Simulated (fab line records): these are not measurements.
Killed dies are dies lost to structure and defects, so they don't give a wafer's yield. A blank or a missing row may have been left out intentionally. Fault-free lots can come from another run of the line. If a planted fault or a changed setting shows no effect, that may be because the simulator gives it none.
fab line records	flow sky130
record lots=5	wafers=15	last-day=48
route steps=708 shown VIA3@588 METAL4@598 CAP2M@603 PAD_OPEN@708
lots with no fault: from the same line, run without faults
start-h: hours from the record's first day to the start of the lot's first wafer shown	wait-h: hours since the lot's step before	" identical to the entry in the row above	L1.1+2: several wafers, shown together as one row	- no value present, or no start provided	* or withheld: withheld	< > ~ a bound
route shown NAME@n: names a module that has steps shown in the file, with the first one's number in the route	usual: mean/standard deviation of fault-free wafers	same: alike in all rows	chamber/n: place in a boat	sites: per-site readings	_std_site: standard deviation across them	_edge_site: inner sites' mean taken away from outer sites' mean	radius-mm: how far each site lies from the wafer's centre	mask NAME#n: copy n	behind: the most recent tool/chamber to have shaped the wafer	hold: why the lot was held/for how many hours/how that ended	device: whichever transistor did not switch (one of n, p or np)	end of line: the route-end tests of the same wafers	for a step that has no rows: nothing shown but its recipe	killed: not the wafer's yield, but the dies lost to structure and defects at the first sort	map: a wafer's dies, x killed, . not, _ none there
set.NAME: the setting that was run; set.NAME@STEP: the one run at that earlier step	model.NAME: the simulator's own value behind a step, which no gauge read
certain route steps with their lots: each step a table, each wafer a row
services: a tool's chamber out of use, with start hour (start-h, from the record's first day; less than 0 if before it), hours out, and reason
## steps
# step SKY_VIA3_ETCH_15
# recipe target=SiO2	chemistry=C4F8/O2/Ar	target-depth-nm=507	stop-on=TiN	mask-material=KrF-thick	source-w=1500	bias-w=1200	pressure-mtorr=40	c4f8-flow-sccm=withheld	O2_flow_sccm=6	Ar_flow_sccm=300	time-s=78
# step SKY_VIA3_STRIP_16
# recipe chemistry=O2/N2	power-w=1400	pressure-mtorr=1500	platen-temp-c=withheld	o2-flow-sccm=3000	n2-flow-sccm=300	overash-fraction=0.5
# step SKY_VIA3_STRIP_17
# recipe chemistry=post-etch-residue-remover	time-s=1200	temp-c=72.5
# step SKY_VIA3_CLEAN_18
# recipe chemistry=IPA	time-s=180	temp-c=25
# step SKY_VIA3_CLEAN_19
# recipe chemistry=O3/DIW	dry=n2-spin
# step SKY_VIA3_SPUTTER_20
# recipe material=TiN	target-thk-nm=20	chamber-pressure-pa=5	power-w=4000	time-s=80
# usual throttle-valve-pct=30.1/0.96
lot.wafer	tool	chamber	start-h	wait-h	throttle-valve-pct
L885.2	pvd-sputter-04	-	918.29	0.0	30.1
L885.4	"	-	"	"	31.4
L885.6	"	-	"	"	29.8
L887.1	pvd-sputter-04	-	977.58	0.0	29.8
L887.2	"	-	"	"	31.4
L887.5	"	-	"	"	31.3
L890.1	pvd-sputter-04	-	982.25	0.0	29.8
L890.2	"	-	"	"	31.1
L890.5	"	-	"	"	31.2
L895.3	pvd-sputter-01	-	994.90	0.0	29.5
L895.5	"	-	"	"	28.2
L895.6	"	-	"	"	30.5
L898.1	pvd-sputter-02	-	1013.40	0.0	30.3
L898.5	"	-	"	"	28.8
L898.6	"	-	"	"	29.8
# step SKY_VIA3_CVD_21
# recipe material=W	target-thk-nm=390	time-s=117.31	temp-c=400	pressure-torr=40
# step SKY_VIA3_RS_MEAS_22
# recipe thk-meas-gauge=four-point-probe	reads=W_of_VIA3_CVD_21+TiN_of_VIA3_SPUTTER_20
# usual VIA3_W_RS=0.294/0.0063
lot.wafer	tool	chamber	start-h	wait-h	VIA3_W_RS[ohm/sq]
L885.2	film-metro-02	-	918.50	0.1	0.296
L885.4	"	-	"	"	0.294
L885.6	"	-	"	"	0.295
L887.1	film-metro-01	-	977.76	0.1	0.292
L887.2	"	-	"	"	0.284
L887.5	"	-	"	"	0.280
L890.1	film-metro-03	-	982.43	0.1	0.289
L890.2	"	-	"	"	0.280
L890.5	"	-	"	"	0.291
L895.3	film-metro-03	-	995.12	0.1	0.304
L895.5	"	-	"	"	0.300
L895.6	"	-	"	"	0.300
L898.1	film-metro-03	-	1013.58	0.1	0.285
L898.5	"	-	"	"	0.297
L898.6	"	-	"	"	0.288
# step SKY_VIA3_THK_MEAS_23
# recipe thk-meas-gauge=xrf	reads=W_of_VIA3_CVD_21
# usual VIA3_W_THK=378/10
lot.wafer	tool	chamber	start-h	wait-h	VIA3_W_THK[nm]
L885.2	film-metro-02	-	918.61	0.1	378
L885.4	"	-	"	"	379
L885.6	"	-	"	"	377
L887.1	film-metro-01	-	977.88	0.1	386
L887.2	"	-	"	"	397
L887.5	"	-	"	"	400
L890.1	film-metro-03	-	982.55	0.1	381
L890.2	"	-	"	"	393
L890.5	"	-	"	"	376
L895.3	film-metro-03	-	995.22	0.1	365
L895.5	"	-	"	"	367
L895.6	"	-	"	"	366
L898.1	film-metro-03	-	1013.70	0.1	387
L898.5	"	-	"	"	373
L898.6	"	-	"	"	384
# step SKY_VIA3_CMP_24
# recipe stop-on=SiO2	t-overpolish-s=20	down-force-psi=3.5	platen-rpm=60	target-thk-nm=0	pad-velocity-m-s=0.94248
# step SKY_METAL4_SPUTTER_00
# recipe material=Ti	target-thk-nm=15	power-w=3000	time-s=10	chamber-pressure-pa=0.4
# step SKY_METAL4_SPUTTER_01
# recipe material=TiN	target-thk-nm=20	power-w=6500	time-s=16.7	chamber-pressure-pa=0.4
# step SKY_METAL4_SPUTTER_02
# recipe material=AlCu	target-thk-nm=735	power-w=10600	time-s=39.1	chamber-pressure-pa=0.4
# usual throttle-valve-pct=30.0/1.1
lot.wafer	tool	chamber	start-h	wait-h	throttle-valve-pct	model.AlCu_of_METAL4_SPUTTER_02.thk-nm
L885.2	pvd-sputter-03	-	919.00	0.0	28.6	733.3
L885.4	"	-	"	"	27.9	729.2
L885.6	"	-	"	"	28.8	738.3
L887.1	pvd-sputter-04	-	978.29	0.0	30.0	754.9
L887.2	"	-	"	"	31.4	751.2
L887.5	"	-	"	"	31.2	747.5
L890.1	pvd-sputter-03	-	982.96	0.0	28.3	724.7
L890.2	"	-	"	"	28.1	722.7
L890.5	"	-	"	"	28.6	725
L895.3	pvd-sputter-04	-	995.69	0.0	31.2	753.2
L895.5	"	-	"	"	31.2	745.2
L895.6	"	-	"	"	30.4	753.8
L898.1	pvd-sputter-03	-	1014.11	0.0	30.8	514.2
L898.5	"	-	"	"	27.8	735.9
L898.6	"	-	"	"	30.4	741.2
# step SKY_METAL4_SPUTTER_03
# recipe material=Ti	target-thk-nm=5	power-w=3000	time-s=3.3	chamber-pressure-pa=0.4
# step SKY_METAL4_SPUTTER_04
# recipe material=TiN	target-thk-nm=70	power-w=6500	time-s=58.3	chamber-pressure-pa=0.4
# usual throttle-valve-pct=30.0/1.2
lot.wafer	tool	chamber	start-h	wait-h	throttle-valve-pct
L885.2	pvd-sputter-03	-	919.06	0.0	28.6
L885.4	"	-	"	"	28.2
L885.6	"	-	"	"	28.8
L887.1	pvd-sputter-04	-	978.35	0.0	29.9
L887.2	"	-	"	"	31.1
L887.5	"	-	"	"	31.4
L890.1	pvd-sputter-03	-	983.02	0.0	28.4
L890.2	"	-	"	"	27.9
L890.5	"	-	"	"	28.6
L895.3	pvd-sputter-04	-	995.75	0.0	31.3
L895.5	"	-	"	"	31.5
L895.6	"	-	"	"	30.5
L898.1	pvd-sputter-03	-	1014.17	0.0	30.6
L898.5	"	-	"	"	27.9
L898.6	"	-	"	"	30.5
# step SKY_CAP2M_CVD_00
# recipe material=SiO2	target-thk-nm=15.5	temp-c=400	time-s=withheld	rf-w=450
# usual heater-power-w=722/87
lot.wafer	tool	chamber	start-h	wait-h	heater-power-w
L885.2	pecvd-03	2	919.11	0.0	787
L885.4	"	2	"	"	788
L885.6	"	1	"	"	740
L887.1	pecvd-03	2	978.40	0.0	843
L887.2	"	1	"	"	648
L887.5	"	0	"	"	644
L890.1	pecvd-01	1	983.06	0.0	748
L890.2	"	0	"	"	743
L890.5	"	2	"	"	911
L895.3	pecvd-03	0	995.80	0.0	703
L895.5	"	1	"	"	648
L895.6	"	0	"	"	700
L898.1	pecvd-03	0	1014.22	0.0	700
L898.5	"	2	"	"	811
L898.6	"	0	"	"	715
# step SKY_CAP2M_THK_MEAS_01
# recipe reads=SiO2_of_CAP2M_CVD_00
# usual CAP2M_CVD_00_THK=15.47/0.21
lot.wafer	tool	chamber	start-h	wait-h	CAP2M_CVD_00_THK[nm]
L885.2	film-metro-03	-	919.14	-	15.41
L885.4	"	-	"	"	15.55
L885.6	"	-	"	"	15.49
L887.1	film-metro-02	-	978.42	-	15.45
L887.2	"	-	"	"	15.13
L887.5	"	-	"	"	15.32
L890.1	film-metro-04	-	983.09	-	14.88
L890.2	"	-	"	"	15.11
L890.5	"	-	"	"	15.22
L895.3	film-metro-04	-	995.84	-	15.38
L895.5	"	-	"	"	15.61
L895.6	"	-	"	"	15.51
L898.1	film-metro-04	-	1014.24	-	15.37
L898.5	"	-	"	"	15.87
L898.6	"	-	"	"	15.65
# step SKY_CAP2M_SPUTTER_02
# recipe material=TiN	target-thk-nm=200	temp-c=300	power-w=6500	time-s=166.7	chamber-pressure-pa=0.4
# usual throttle-valve-pct=29.7/1
lot.wafer	tool	chamber	start-h	wait-h	throttle-valve-pct
L885.2	pvd-sputter-04	-	919.19	0.0	29.8
L885.4	"	-	"	"	31.2
L885.6	"	-	"	"	31.1
L887.1	pvd-sputter-01	-	978.48	0.1	29.7
L887.2	"	-	"	"	28.0
L887.5	"	-	"	"	30.5
L890.1	pvd-sputter-04	-	983.15	0.1	31.2
L890.2	"	-	"	"	31.4
L890.5	"	-	"	"	31.3
L895.3	pvd-sputter-01	-	995.88	0.0	30.6
L895.5	"	-	"	"	27.9
L895.6	"	-	"	"	29.6
L898.1	pvd-sputter-01	-	1014.30	0.1	30.1
L898.5	"	-	"	"	30.2
L898.6	"	-	"	"	27.9
# step SKY_CAP2M_RS_MEAS_03
# recipe thk-meas-gauge=four-point-probe	reads=TiN_of_CAP2M_SPUTTER_02
# usual CAP2M_TIN_RS=6.89/0.065
lot.wafer	tool	chamber	start-h	wait-h	CAP2M_TIN_RS[ohm/sq]
L885.2	film-metro-04	-	919.32	0.1	6.89
L885.4	"	-	"	"	6.92
L885.6	"	-	"	"	6.83
L887.1	film-metro-02	-	978.59	0.1	6.87
L887.2	"	-	"	"	6.83
L887.5	"	-	"	"	6.81
L890.1	film-metro-03	-	983.26	0.1	6.83
L890.2	"	-	"	"	6.85
L890.5	"	-	"	"	6.79
L895.3	film-metro-03	-	996.03	0.1	6.95
L895.5	"	-	"	"	6.97
L895.6	"	-	"	"	7.01
L898.1	film-metro-02	-	1014.41	0.1	6.87
L898.5	"	-	"	"	6.93
L898.6	"	-	"	"	6.90
# step SKY_CAP2M_THK_MEAS_04
# recipe thk-meas-gauge=xrf	reads=TiN_of_CAP2M_SPUTTER_02
# usual CAP2M_TIN_THK=198.9/2.1
lot.wafer	tool	chamber	start-h	wait-h	CAP2M_TIN_THK[nm]
L885.2	film-metro-04	-	919.43	0.1	200.3
L885.4	"	-	"	"	200.5
L885.6	"	-	"	"	203.0
L887.1	film-metro-02	-	978.71	0.1	199.6
L887.2	"	-	"	"	201.0
L887.5	"	-	"	"	201.9
L890.1	film-metro-03	-	983.38	0.1	200.1
L890.2	"	-	"	"	199.7
L890.5	"	-	"	"	200.6
L895.3	film-metro-03	-	996.13	0.1	197.0
L895.5	"	-	"	"	195.8
L895.6	"	-	"	"	195.2
L898.1	film-metro-02	-	1014.53	0.1	199.3
L898.5	"	-	"	"	198.8
L898.6	"	-	"	"	199.0
# step SKY_CAP2M_DEHYDRATE_05
# recipe temp-c=200	time-s=60
# step SKY_CAP2M_HMDS_06
# recipe prime-time-s=60	prime-temp-c=120
# step SKY_CAP2M_COAT_07
# recipe resist=NOVOLAK	spin-rpm=3000	resist-thk-nm=1140
# step SKY_CAP2M_SOFTBAKE_08
# recipe temp-c=90	time-s=60	resist=NOVOLAK
# step SKY_CAP2M_EXPOSE_09
# recipe mask-id=CAP2M	na=0.6	source-shape=conventional	sigma-outer=0.6	polarization=unpolarized	target-cd-nm=1000	dose-mj=159
# step SKY_CAP2M_PEB_10
# recipe temp-c=withheld	time-s=*	resist=NOVOLAK
# step SKY_CAP2M_DEVELOP_11
# recipe resist=NOVOLAK	developer=TMAH	develop-time-s=60	dev-temp-c=23
# step SKY_CAP2M_OVL_MEAS_12
# usual CAP2M_OVL=-1.3/1.4
lot.wafer	tool	chamber	start-h	wait-h	CAP2M_OVL[nm]
L885.2	overlay-01	-	943.39	0.1	-0.7
L885.4	"	-	"	"	-0.5
L885.6	"	-	"	"	-0.5
L887.1	overlay-02	-	1001.88	0.1	-1.7
L887.2	"	-	"	"	-2.5
L887.5	"	-	"	"	-1.9
L890.1	overlay-01	-	1005.95	0.1	-2.9
L890.2	"	-	"	"	-2.2
L890.5	"	-	"	"	-0.8
L895.3	overlay-02	-	1018.15	0.1	-1.2
L895.5	"	-	"	"	-1.6
L895.6	"	-	"	"	-1.6
L898.1	overlay-01	-	1036.68	0.1	-2.2
L898.5	"	-	"	"	-4.2
L898.6	"	-	"	"	-2.0
# step SKY_CAP2M_METAL_ETCH_13
# recipe target-depth-nm=220	stop-on=SiO2	chemistry=Cl2/BCl3	target=TiN	pressure-mtorr=10	icp-w=900	bias-w=48.5	Cl2_flow_sccm=60	bcl3-flow-sccm=30	time-s=62.9
# usual drypump-motor-current-A=5.60/0.29	he-backside-leak-sccm=3.38/0.21	oes-product-au=0.943/0.0072	throttle-valve-pct=21.901/0.01
lot.wafer	tool	chamber	start-h	wait-h	drypump-motor-current-A	he-backside-leak-sccm	oes-product-au	rf-hours-counter-h	throttle-valve-pct
L885.2	rie-metal-01	1	943.42	0.0	4.93	3.46	0.944	10	21.888
L885.4	"	1	"	"	4.88	3.43	0.940	-	21.914
L885.6	"	1	"	"	4.90	3.47	0.947	-	21.908
L887.1	rie-metal-04	0	1001.92	0.0	5.70	3.81	0.941	14	21.900
L887.2	"	0	"	"	5.72	3.06	0.943	-	21.887
L887.5	"	0	"	"	5.72	3.13	0.952	-	21.894
L890.1	rie-metal-01	0	1005.99	0.0	5.69	3.15	0.949	19	21.875
L890.2	"	0	"	"	5.69	3.09	0.954	-	21.906
L890.5	"	0	"	"	5.69	3.11	0.955	-	21.906
L895.3	rie-metal-04	0	1018.20	0.0	5.73	2.89	0.936	-	21.877
L895.5	"	0	"	"	5.73	2.90	0.941	-	21.912
L895.6	"	1	"	"	5.85	3.28	0.934	-	21.903
L898.1	rie-metal-04	1	1036.71	0.0	5.82	3.36	0.948	6	21.888
L898.5	"	0	"	"	5.71	3.16	0.937	-	21.898
L898.6	"	1	"	"	5.84	3.31	0.940	-	21.898
# step SKY_CAP2M_STRIP_14
# recipe chemistry=O2/N2	power-w=1400	pressure-mtorr=1500	platen-temp-c=withheld	o2-flow-sccm=3000	n2-flow-sccm=300	overash-fraction=0.5
# step SKY_CAP2M_STRIP_15
# recipe chemistry=post-etch-residue-remover	time-s=1200	temp-c=72.5
# step SKY_CAP2M_CLEAN_16
# recipe chemistry=IPA	time-s=180	temp-c=25
# step SKY_CAP2M_CLEAN_17
# recipe chemistry=O3/DIW	dry=n2-spin
# step SKY_METAL4_DEHYDRATE_05
# recipe temp-c=200	time-s=60
# step SKY_METAL4_HMDS_06
# recipe prime-time-s=60	prime-temp-c=120
# step SKY_METAL4_COAT_07
# recipe resist=BARC	temp-c=withheld	time-s=withheld	spin-rpm=3000	resist-thk-nm=60
# step SKY_METAL4_COAT_08
# recipe resist=KrF-thick	spin-rpm=3000	resist-thk-nm=1140
# step SKY_METAL4_SOFTBAKE_09
# recipe temp-c=100	time-s=90	resist=KrF-thick
# step SKY_METAL4_EXPOSE_10
# recipe mask-id=MM4	na=0.68	source-shape=annular	sigma-inner=0.4	sigma-outer=0.8	target-cd-nm=300	dose-mj=28
# step SKY_METAL4_PEB_11
# recipe peb-temp-c=withheld	peb-time-s=withheld	resist=KrF-thick
# step SKY_METAL4_DEVELOP_12
# recipe develop-time-s=60	resist=KrF-thick	dev-temp-c=21
# step SKY_METAL4_CD_MEAS_13
# recipe target-cd-nm=300
# usual cd-nm=299.7/1.8
lot.wafer	tool	chamber	start-h	wait-h	cd-nm
L885.2	cd-sem-01	-	969.07	-	301.2
L885.4	"	-	"	"	302.4
L885.6	"	-	"	"	301.5
L887.1	cd-sem-01	-	1025.05	-	299.0
L887.2	"	-	"	"	298.8
L887.5	"	-	"	"	299.5
L890.1	cd-sem-02	-	1029.80	-	296.2
L890.2	"	-	"	"	297.4
L890.5	"	-	"	"	297.6
L895.3	cd-sem-01	-	1041.64	-	298.5
L895.5	"	-	"	"	299.8
L895.6	"	-	"	"	299.4
L898.1	cd-sem-01	-	1059.35	-	300.9
L898.5	"	-	"	"	298.9
L898.6	"	-	"	"	298.2
# step SKY_METAL4_METAL_ETCH_18
# recipe target-depth-a=8450	stop-on=SiO2	over-etch-frac=0.3	time-s=183.1	chemistry=Cl2/BCl3	resist-sidewall-deg=88	pressure-mtorr=10	icp-w=900	bias-w=48.5	Cl2_flow_sccm=60	bcl3-flow-sccm=30
# usual drypump-motor-current-A=5.86/0.3	he-backside-leak-sccm=3.3/0.34	oes-product-au=0.868/0.0065	throttle-valve-pct=22.263/0.0091
lot.wafer	tool	chamber	start-h	wait-h	drypump-motor-current-A	he-backside-leak-sccm	oes-product-au	rf-hours-counter-h	throttle-valve-pct
L885.2	rie-metal-03	0	969.36	0.0	5.72	3.4	0.863	5	22.257
L885.4	"	1	"	"	6.63	3.0	0.860	-	22.247
L885.6	"	1	"	"	6.64	3.2	0.869	-	22.246
L887.1	rie-metal-03	0	1025.36	0.0	5.69	3.3	0.879	8	22.269
L887.2	"	1	"	"	6.64	3.9	0.869	18	22.272
L887.5	"	0	"	"	5.72	3.7	0.880	-	22.268
L890.1	rie-metal-04	0	1030.10	0.0	5.71	2.9	0.857	17	22.250
L890.2	"	1	"	"	5.89	3.3	0.859	5	22.266
L890.5	"	0	"	"	5.71	3.1	0.860	-	22.268
L895.3	rie-metal-04	0	1041.97	0.1	5.74	3.1	0.876	-	22.265
L895.5	"	1	"	"	5.88	3.5	0.873	-	22.267
L895.6	"	0	"	"	5.74	3.2	0.872	-	22.263
L898.1	rie-metal-03	0	1059.66	0.0	5.70	3.3	0.738	10	22.261
L898.5	"	0	"	"	5.73	3.3	0.865	-	22.268
L898.6	"	1	"	"	6.64	3.1	0.870	-	22.271
# step SKY_PAD_OPEN_PROBE_99
# usual defect-limited-yield=82.6/1.8	killed_at_M0_to_M3=43/7	killed_at_M4_up=3.4/1.9	killed-at-contacts=24/5.4	killed-at-front-end=15/4.4	killed-at-other=0.4/0.63	killed-dies=86/9.1	killed-open=46/6.6	killed-short=39/6.6	sort_bin_3_pad_short=0.9/0.46	sort_bin_5_function=10.3/1.4	sort_bin_6_memory=6.2/1.1	sort-n-pass=406/9.1	sort-yield-pct=82.6/1.8
# same gross-dies=492	killed-at-back-side=0	sort_bin_4_leakage[%]=0	sort_bin_8_speed[%]=0
lot.wafer	tool	chamber	start-h	wait-h	defect-limited-yield[%]	killed_at_M0_to_M3	killed_at_M4_up	killed-at-contacts	killed-at-front-end	killed-at-other	killed-dies	killed-open	killed-short	sort_bin_3_pad_short[%]	sort_bin_5_function[%]	sort_bin_6_memory[%]	sort-n-pass	sort-yield-pct[%]	model.etest.met4.line-ohm-um	model.etest.via4-chain.rc-ohm	model.etest.met4.rs-ohm-sq
L885.2	prober-01	-	1064.25	0.1	82.9	42	2	17	23	0	84	53	31	0.4	8.7	7.9	408	82.9	0.1407	0.7971	0.04273
L885.4	prober-01	-	1064.35	0.2	80.1	50	3	28	17	0	98	54	44	0.4	12.6	6.9	394	80.1	0.1408	0.7964	0.04305
L885.6	prober-01	-	1064.45	0.2	82.1	38	6	27	17	0	88	43	45	0.8	11.4	5.7	404	82.1	0.1401	0.8413	0.04272
L887.1	prober-02	-	1117.19	0.1	83.3	36	5	26	13	2	82	35	46	2.0	9.1	5.5	410	83.3	0.1378	0.8184	0.04154
L887.2	prober-02	-	1117.24	0.1	81.9	39	2	31	17	0	89	39	49	1.2	9.8	7.1	403	81.9	0.1395	0.8039	0.04214
L887.5	prober-02	-	1117.39	0.2	80.3	52	4	25	16	0	97	62	35	1.2	13.0	5.5	395	80.3	0.1372	0.8185	0.04159
L890.1	prober-02	-	1121.14	0.1	80.1	58	1	25	14	0	98	49	49	1.2	11.6	7.1	394	80.1	0.1471	0.7674	0.0433
L890.2	prober-02	-	1121.19	0.1	82.7	43	4	29	8	1	85	44	41	1.4	9.3	6.5	407	82.7	0.1481	0.8067	0.04359
L890.5	prober-02	-	1121.34	0.2	83.9	48	1	18	11	1	79	48	31	0.6	8.5	6.9	413	83.9	0.1445	0.8316	0.04315
L895.3	prober-01	-	1130.87	0.2	79.9	51	7	21	20	0	99	47	52	0.6	11.2	8.3	393	79.9	0.139	0.7758	0.04194
L895.5	prober-01	-	1130.97	0.2	82.1	46	1	23	18	0	88	50	38	0.6	11.8	5.5	404	82.1	0.1437	0.7824	0.04287
L895.6	prober-01	-	1131.02	0.2	82.3	48	1	21	17	0	87	52	35	1.2	9.8	6.7	405	82.3	0.1387	0.7723	0.04136
L898.1	prober-02	-	1147.04	0.1	80.9	40	6	30	18	0	94	54	40	1.2	10.0	7.9	398	80.9	0.2057	0.8136	0.06108
L898.5	prober-02	-	1147.24	0.2	85.4	39	4	16	12	1	72	45	27	0.2	8.3	6.1	420	85.4	0.1401	0.7758	0.04249
L898.6	prober-02	-	1147.29	0.2	79.3	49	6	27	19	1	102	56	46	1.4	13.4	5.9	390	79.3	0.1411	0.8092	0.04236
# killed by level:class
L885.2 VIA1:geometric-particle:open=12 FIELD_ISO:geometric-particle:open=10 CONTACT:geometric-particle:open=9 METAL2:geometric-particle:short=7 VIA2:geometric-particle:open=7 FIELD_ISO:geometric-particle:short=4 POLY_GATE:geometric-particle:open=4 VIA3:geometric-particle:open=4
L885.4 VIA1:geometric-particle:open=15 LI_CONTACT:geometric-particle:open=10 METAL2:geometric-particle:short=9 POLY_GATE:geometric-particle:short=7 CONTACT:geometric-particle:open=7 VIA3:geometric-particle:open=7 VIA2:geometric-particle:open=6 LI_CONTACT:geometric-particle:short=5
L885.6 CONTACT:geometric-particle:open=13 METAL2:geometric-particle:short=8 VIA1:geometric-particle:short=7 LI_CONTACT:geometric-particle:open=6 METAL4:geometric-particle:short=5 METAL3:geometric-particle:short=5 FIELD_ISO:geometric-particle:open=4 POLY_GATE:geometric-particle:open=4
L887.1 VIA1:geometric-particle:open=9 CONTACT:geometric-particle:open=9 METAL2:geometric-particle:short=7 FIELD_ISO:geometric-particle:short=6 CONTACT:geometric-particle:short=6 FIELD_ISO:geometric-particle:open=5 LOCAL_INTERCONNECT:geometric-particle:short=5 METAL1:geometric-particle:short=5
L887.2 CONTACT:geometric-particle:open=9 LI_CONTACT:geometric-particle:open=8 CONTACT:geometric-particle:short=7 METAL1:geometric-particle:short=7 VIA2:geometric-particle:open=7 VIA1:geometric-particle:short=6 FIELD_ISO:geometric-particle:open=5 FIELD_ISO:geometric-particle:short=4
L887.5 VIA1:geometric-particle:open=11 LI_CONTACT:geometric-particle:open=10 VIA3:geometric-particle:open=10 METAL2:geometric-particle:short=9 CONTACT:geometric-particle:open=9 VIA1:geometric-particle:short=6 VIA2:geometric-particle:open=6 POLY_GATE:geometric-particle:open=5
L890.1 VIA1:geometric-particle:open=13 VIA3:geometric-particle:open=10 LOCAL_INTERCONNECT:geometric-particle:short=8 CONTACT:geometric-particle:open=6 METAL1:geometric-particle:short=6 METAL2:geometric-particle:short=6 VIA2:geometric-particle:open=6 VIA1:geometric-particle:short=5
L890.2 CONTACT:geometric-particle:open=19 VIA1:geometric-particle:open=8 METAL3:geometric-particle:short=6 METAL1:geometric-particle:short=5 LI_CONTACT:geometric-particle:open=5 VIA1:geometric-particle:short=5 METAL2:geometric-particle:short=5 FIELD_ISO:geometric-particle:short=4
L890.5 VIA1:geometric-particle:open=15 VIA3:geometric-particle:open=9 VIA2:geometric-particle:open=6 LOCAL_INTERCONNECT:geometric-particle:short=5 METAL3:geometric-particle:short=5 FIELD_ISO:geometric-particle:open=4 LI_CONTACT:geometric-particle:open=4 CONTACT:geometric-particle:open=4
L895.3 VIA1:geometric-particle:open=10 FIELD_ISO:geometric-particle:short=9 LOCAL_INTERCONNECT:geometric-particle:short=7 METAL2:geometric-particle:short=7 VIA3:geometric-particle:open=7 CONTACT:geometric-particle:open=5 METAL3:geometric-particle:short=5 VIA2:geometric-particle:open=5
L895.5 VIA1:geometric-particle:open=13 FIELD_ISO:geometric-particle:open=8 VIA2:geometric-particle:open=8 CONTACT:geometric-particle:open=7 LI_CONTACT:geometric-particle:open=6 LOCAL_INTERCONNECT:geometric-particle:short=6 METAL3:geometric-particle:short=6 METAL2:geometric-particle:short=5
L895.6 VIA1:geometric-particle:open=15 CONTACT:geometric-particle:open=11 VIA1:geometric-particle:short=6 FIELD_ISO:geometric-particle:open=5 POLY_GATE:geometric-particle:short=5 CONTACT:geometric-particle:short=5 VIA2:geometric-particle:short=5 VIA2:geometric-particle:open=5
L898.1 VIA1:geometric-particle:open=11 CONTACT:geometric-particle:short=9 FIELD_ISO:geometric-particle:open=7 LI_CONTACT:geometric-particle:open=7 METAL2:geometric-particle:short=7 VIA2:geometric-particle:open=7 LOCAL_INTERCONNECT:geometric-particle:short=6 CONTACT:geometric-particle:open=6
L898.5 VIA3:geometric-particle:open=8 VIA1:geometric-particle:open=8 METAL2:geometric-particle:short=8 CONTACT:geometric-particle:open=5 VIA2:geometric-particle:open=5 LI_CONTACT:geometric-particle:open=4 METAL4:geometric-particle:short=4 FIELD_ISO:geometric-particle:open=3
L898.6 VIA1:geometric-particle:open=17 CONTACT:geometric-particle:open=13 VIA1:geometric-particle:short=8 VIA3:geometric-particle:open=6 METAL4:geometric-particle:short=6 FIELD_ISO:geometric-particle:short=5 LI_CONTACT:geometric-particle:open=5 VIA3:geometric-particle:short=5
## services
tool	chamber	start-h	hours	kind
rie-metal-01	-	902.66	15.6	pm
pvd-sputter-01	-	911.04	14.2	repair
rie-metal-01	-	923.76	2.7	repair
pecvd-03	0	929.10	5.0	scheduled-down
pecvd-03	-	938.27	1.1	repair
pvd-sputter-03	-	945.81	0.8	repair
pecvd-03	-	954.29	0.8	repair
pecvd-03	-	975.11	0.8	repair
rie-metal-01	-	985.16	2.6	repair
pecvd-01	1	995.30	4.8	repair
rie-metal-04	1	997.98	14.3	repair
pecvd-03	0	998.47	2.1	scheduled-down
rie-metal-01	1	998.53	12.9	repair
pecvd-01	2	999.32	2.1	scheduled-down
pvd-sputter-02	-	1024.37	1.9	repair
pvd-sputter-01	-	1025.90	3.3	repair
pvd-sputter-02	-	1046.60	3.0	repair
pecvd-01	0	1055.58	2.1	scheduled-down
## key
first-sign step=SKY_METAL4_METAL_ETCH_18	reading=oes-product-au	direction=down	sigmas=20	usual=0.868	struck=0.738
effect none on later readings
model-effect step=SKY_METAL4_SPUTTER_02	value=AlCu_of_METAL4_SPUTTER_02.thk-nm	without=732	struck=514.2
model-effect step=SKY_PAD_OPEN_PROBE_99	value=etest.met4.line-ohm-um	without=0.1438	struck=0.2057
met-at SKY_METAL4_SPUTTER_02
struck-wafers L898.1
onset-between 982.96 1014.11
fault kind=process-parameter-drift	tool=pvd-sputter-03	chamber=-	onset-h=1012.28	steps=SKY_METAL4_SPUTTER_02	channel=time-s	offset=*	shape=step	end-h=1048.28	scope=struck-wafers-only	acts-in=*	stated=*
